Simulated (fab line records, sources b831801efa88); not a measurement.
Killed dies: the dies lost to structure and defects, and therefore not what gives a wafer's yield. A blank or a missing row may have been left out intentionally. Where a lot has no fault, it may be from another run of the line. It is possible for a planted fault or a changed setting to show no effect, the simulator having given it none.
Chamber matching | flow sky130 | SKY_VIA1_CMP_02 on cmp-02: 4 sister chambers
The step polishes SiO2. 8 wafers are shown with their chamber, then 9 later ones without.

## WAFERS, EACH WITH ITS CHAMBER
wafer  | chamber | motor_current_A (A)
L518.1 | 1       | 11.3
L525.3 | 2       | 9.3
L525.6 | 0       | 12.3
L534.4 | 0       | 12.4
L534.5 | 3       | 10.5
L535.1 | 1       | 12.5
L535.2 | 3       | 10.6
L535.4 | 2       | 9.7

## WAFERS WITHOUT THEIR CHAMBER
wafer  | motor_current_A (A)
L537.3 | 11.9
L537.4 | 9.8
L537.5 | 12.0
L539.1 | 12.3
L539.3 | 9.5
L539.5 | 13.4
L540.1 | 12.7
L540.5 | 12.9
L540.6 | 10.6

## EACH ONE'S CHAMBER
wafer  | from the rows above     | in truth
L537.3 | can't be placed: 1 or 0 | 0
L537.4 | can't be placed: 2 or 3 | 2
L537.5 | can't be placed: 1 or 0 | 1
L539.1 | can't be placed: 0 or 1 | 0
L539.3 | 2                       | 2
L539.5 | can't be placed: 0 or 1 | 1
L540.1 | can't be placed: 0 or 1 | 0
L540.5 | can't be placed: 0 or 1 | 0
L540.6 | 3                       | 3
2 of 9 placed correctly. These rows do not allow placing 7 (true chamber among the candidates in 7). Wrongly placed: 0.
How it was worked out, from the rows above alone: a wafer's distance from a chamber is the root of the sum, over the readings, of the square of ((its reading less the chamber's mean) divided by the reading's scatter). The wafer belongs to the nearest chamber; if the next one is less than 2 further off, it can't be placed. The mean given for a chamber averages the wafers shown for that chamber. The scatter: the root of (the sum of the squares of (reading less its chamber's mean) over the shown wafers, divided by (wafers less chambers)).
